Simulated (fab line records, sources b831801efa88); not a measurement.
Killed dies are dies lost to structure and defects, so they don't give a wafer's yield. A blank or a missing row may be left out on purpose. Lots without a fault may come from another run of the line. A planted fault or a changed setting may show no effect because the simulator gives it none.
Chamber matching | flow gf180mcu | GF_CONTACT_CMP_27 on cmp-02: 4 sister chambers
The step polishes, stops on SiO2, t overpolish 15 s, target thk 0 nm. 4 wafers are shown with their chamber, then 12 later ones without.

WAFERS WITH THEIR CHAMBER
wafer  | chamber | motor_current_A (A)
L090.2 | 1       | 11.4
L090.4 | 0       | 13.0
L090.5 | 3       | 10.9
L090.6 | 2       | 10.3

WAFERS WITHOUT THEIR CHAMBER
wafer  | motor_current_A (A)
L094.3 | 10.4
L094.4 | 11.4
L094.5 | 10.1
L096.1 | 10.0
L096.2 | 11.2
L096.3 | 12.2
L096.4 | 11.7
L096.5 | 11.5
L096.6 | 12.4
L097.2 | 10.0
L097.4 | 11.3
L097.5 | 10.9

WHICH CHAMBER EACH WENT THROUGH
wafer  | from the rows above          | in truth
L094.3 | can't be placed: 2 or 3      | 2
L094.4 | can't be placed: 1 or 3      | 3
L094.5 | can't be placed: 2 or 3      | 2
L096.1 | can't be placed: 2 or 3      | 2
L096.2 | can't be placed: 1 or 3      | 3
L096.3 | can't be placed: 1 or 0 or 3 | 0
L096.4 | can't be placed: 1 or 3      | 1
L096.5 | can't be placed: 1 or 3      | 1
L096.6 | can't be placed: 0 or 1      | 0
L097.2 | can't be placed: 2 or 3      | 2
L097.4 | can't be placed: 1 or 3      | 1
L097.5 | can't be placed: 3 or 1 or 2 | 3
Placed correctly: 0 of 12. Can't be placed from these rows: 12 (the true chamber is among the candidates in 12). Placed wrongly: 0.
How it was worked out, from the rows above alone: a wafer's distance from a chamber is the root of the sum, over the readings, of the square of ((its reading less the chamber's mean) divided by the reading's scatter). The wafer belongs to the nearest chamber; if the next one is less than 2 further off, it can't be placed. A chamber's mean is the mean of its shown wafers. The scatter: with one shown wafer a chamber, the root of the mean of the squares of how far each hidden wafer lies from its nearest shown one.
